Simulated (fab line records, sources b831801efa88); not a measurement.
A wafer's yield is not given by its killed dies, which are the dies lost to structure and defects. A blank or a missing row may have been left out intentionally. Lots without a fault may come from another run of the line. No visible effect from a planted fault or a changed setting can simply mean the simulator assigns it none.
8D (eight disciplines) problem report, filled in by code	flow gf180mcu	the parts of the form that need people (team, actions taken, sign-off) are left out

## 1. WHAT WENT WRONG
Mean NSD_RS at GF_PSD_RS_MEAS_14: 42.59 ohm/sq over 6 wafers in 2 lots; fault-free wafers: 46.15 ohm/sq, standard deviation 0.082. That puts it -43 standard deviations away from the usual mean.
The step: measures by four-point-probe.
Earliest sighting: wafer L590.3 on film_metro-02 at day 16 04:28. At this step, 39 wafers from 13 lots have a number in the record. Rule for "out" (also "out of limits"): further than 4 standard deviations from the usual mean. Any other wafer with a number is counted as sound.

## 2. WHAT IT IS, WHAT IT ISN'T
question	is	is not
which readings at this step	NSD_RS	-
which lots	L590, L592	L585, L586, L587, L589, L596, L601, L602, L603, L604, L606, L607
which wafers of those lots	all that have a number	-
read on which gauges	film_metro-02, film_metro-04	film_metro-01
when	from day 16 04:28	up to then (12 sound wafers); but 21 sound wafers of L596, L601, L602, L603, L604, L606, L607 came after

## 3. SUSPECTS, AND WHAT RULES EACH OUT
Counting: a tool at any process step up to the reading remains a suspect when it ran all the lots that are out and ran no sound lot after the first of those.
- the gauge at GF_PSD_RS_MEAS_14 is ruled out. The wafers that are out were read on 2 gauges (film_metro-02, film_metro-04).
- rtp_anneal-02 at GF_PSD_RTA_13 (time 20 s): ruled out as a lasting fault. The sound lots L602, L603 went through it after L590, its earliest lot that is out (day 16 04:22).
Left after counting: nothing in the record.

## 4. THE CAUSE (what the simulator had put in)
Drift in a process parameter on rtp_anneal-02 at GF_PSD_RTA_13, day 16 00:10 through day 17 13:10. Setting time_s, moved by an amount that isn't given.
Counting ruled it out, wrongly: the rule takes a fault to strike every lot that its tool runs from its start on, and this one did not.

## 5. THE EFFECT CHAIN, in route order
Each row: a reading whose mean over the struck wafers that have a number lies more than 3 standard deviations from the usual. Only readings whose record carries a usual standard deviation are examined. hours: median over the lots of the time between each lot's start at the first step of this table that gives one and its start at this step. sigmas: the change, counted in usual standard deviations.
hours	step	reading	usual	on struck wafers	change	sigmas
0	GF_PSD_RTA_13	run_length_s	49.2 s	67.8	+18.6	+36
0	GF_PSD_RS_MEAS_14	NSD_RS	46.15 ohm/sq	42.59	-3.56	-43
0	GF_PSD_RS_MEAS_15	PSD_RS	108.57 ohm/sq	102.06	-6.51	-28
The process steps in it:
- GF_PSD_RTA_13: time 20 s.

## 6. HOW IT WOULD HAVE BEEN CAUGHT EARLIER
Counted from the fault's start at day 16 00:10, it took 4 hours until the first out-of-limits reading at a measuring or inspecting step in this record, taken at day 16 04:28.
At GF_PSD_RTA_13, the tool's own readings (run_length_s) were out on each struck wafer the step has a row for, so an alarm limit on them would have fired on the first such wafer.
